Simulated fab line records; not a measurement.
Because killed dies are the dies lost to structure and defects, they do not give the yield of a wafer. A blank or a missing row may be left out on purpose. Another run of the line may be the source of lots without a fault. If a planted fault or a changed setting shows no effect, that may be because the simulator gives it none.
Which tool is to blame? | flow sky130 | 12 lots, 36 wafers sampled, at 2 steps of a route of 708

== WHAT THE GAUGES SHOWED, per wafer ==
SKY_SONOS_TUNNEL_TW_MEAS_12.
lot  | measured     | on            | SONOS_TUNNEL_TW
L075 | day 11 15:42 | film-metro-04 | 195.9 195.8 196.3
L077 | day 12 06:31 | film-metro-04 | 196.0 197.0 195.7
L079 | day 12 22:16 | film-metro-01 | 198.2 198.2 198.5
L081 | day 13 16:19 | film-metro-04 | 196.5 198.1 197.1
L083 | day 14 22:37 | film-metro-03 | 195.1 193.6 194.9
L085 | day 14 23:24 | film-metro-01 | 196.9 197.6 197.6
L087 | day 15 21:07 | film-metro-03 | 194.8 195.3 194.3
L089 | day 16 06:13 | film-metro-03 | 196.9 196.1 197.0
L091 | day 17 06:55 | film-metro-01 | 199.7 198.2 199.0
L093 | day 17 14:21 | film-metro-01 | 200.4 198.1 198.4
L095 | day 18 05:25 | film-metro-04 | 195.6 194.7 194.4
L097 | day 19 01:14 | film-metro-04 | 197.5 197.7 198.0

== WHICH TOOL RAN EACH LOT (tool, then ch and the chambers of the sampled wafers, then the start) ==
lot  | SKY_FIELD_ISO_CMP_27
L075 | cmp-01 ch 1,2, day 2 14:53
L077 | cmp-01 ch 1,2,3, day 3 02:55
L079 | cmp-02 ch 0,2,3, day 3 13:27
L081 | cmp-01 ch 0,1,3, day 3 22:13
L083 | cmp-02 ch 0,2,3, day 4 17:32
L085 | cmp-02 ch 0,1,2, day 4 19:02
L087 | cmp-01 ch 1,2,3, day 5 09:01
L089 | cmp-01 ch 0,1,2, day 5 15:30
L091 | cmp-02 ch 1,2, day 6 06:22
L093 | cmp-02 ch 0,2, day 6 13:21
L095 | cmp-02 ch 0,1,2, day 6 23:55
L097 | cmp-02 ch 1,3, day 7 11:55
- SKY_FIELD_ISO_CMP_27: polishes, stops on Si3N4, t overpolish 16 s, target thk 457.8 nm.

== THE ANSWER, worked out from the rows above alone ==
Rule: the usual values come from the lots themselves. The widest of any qualifying gaps counts: lots, ordered by their means at a reading, are off when they make up no more than a third of the lots, leave a main group of 4 or more, and stand apart from it by 3 or more times the standard deviation of that group's means. Not used: any main group whose means are identical at the precision the tables above print for the reading. A lot without any number at a reading at which 4 lots or more have one is off too. All remaining lots with rows at the step are treated as sound.
Across all readings shown, no lot is off: no conclusion can be drawn from this.

== WHAT THE SIMULATOR HAD INSERTED ==
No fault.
